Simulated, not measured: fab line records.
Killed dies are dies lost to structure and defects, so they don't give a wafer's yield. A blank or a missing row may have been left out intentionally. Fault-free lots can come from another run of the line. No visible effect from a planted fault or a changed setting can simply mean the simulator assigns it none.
Which tool was responsible? + flow sky130 + 42 wafers sampled from 14 lots at 1 step of a route of 708

== WHAT THE GAUGES SHOWED, per wafer ==
SKY_NWELL_THK_MEAS_02.
| lot  | measured    | on            | NWELL_OXIDATION_THK (nm) |
|------|-------------|---------------|--------------------------|
| L613 | day 2 16:03 | film-metro-04 | 10.16 10.01 9.96         |
| L614 | day 2 21:52 | film-metro-04 | 10.02 10.02 10.00        |
| L615 | day 3 04:57 | film-metro-01 | 10.02 10.09 9.83         |
| L616 | day 3 07:23 | film-metro-02 | 10.19 10.16 10.19        |
| L617 | day 3 11:34 | film-metro-02 | 10.12 10.33 10.41        |
| L619 | day 3 23:01 | film-metro-04 | 10.24 10.16 10.25        |
| L620 | day 4 14:20 | film-metro-02 | 9.90 10.10 10.12         |
| L623 | day 5 08:13 | film-metro-02 | 10.10 10.04 9.97         |
| L626 | day 6 00:43 | film-metro-04 | 10.20 10.46 10.23        |
| L628 | day 6 10:19 | film-metro-02 | 10.15 10.29 10.15        |
| L630 | day 6 17:29 | film-metro-01 | 10.00 9.94 9.94          |
| L634 | day 7 03:46 | film-metro-02 | 9.94 9.73 9.82           |
| L635 | day 7 12:05 | film-metro-02 | 9.81 9.94 9.81           |
| L636 | day 7 12:16 | film-metro-02 | 9.95 9.78 9.86           |

== WHAT TOOL EACH LOT RAN ON (gives the tool, then ch and the chambers of the sampled wafers, and finally the start) ==
No process step before these readings appears in the record.

== AS READ BY THE TOOLS THEMSELVES (means over the sampled wafers that have a number; for cases with no such wafer, the mark the record gives instead) ==
The record holds no such reading with a usual standard deviation.

== THE ANSWER, worked out from the rows above alone ==
Rule: the lots themselves supply what counts as usual. The widest of any qualifying gaps counts: lots, ordered by their means at a reading, are off when they make up no more than a third of the lots, leave a main group of 4 or more, and stand apart from it by 3 or more times the standard deviation of that group's means. If all means in a main group match to the digits the tables above print for the reading, that group is not used. A lot without any number at a reading at which 4 lots or more have one is off too. All remaining lots with rows at the step are treated as sound. First the gauges in route order, then the tools' own readings, where a lot's mean is used as printed above. The first step at which some lot is off is used, and at that step the reading that is off furthest; a lot without a number counts as furthest.
Nothing can be told from this: no lot is off at any reading shown.

== WHAT THE SIMULATOR HAD PUT IN ==
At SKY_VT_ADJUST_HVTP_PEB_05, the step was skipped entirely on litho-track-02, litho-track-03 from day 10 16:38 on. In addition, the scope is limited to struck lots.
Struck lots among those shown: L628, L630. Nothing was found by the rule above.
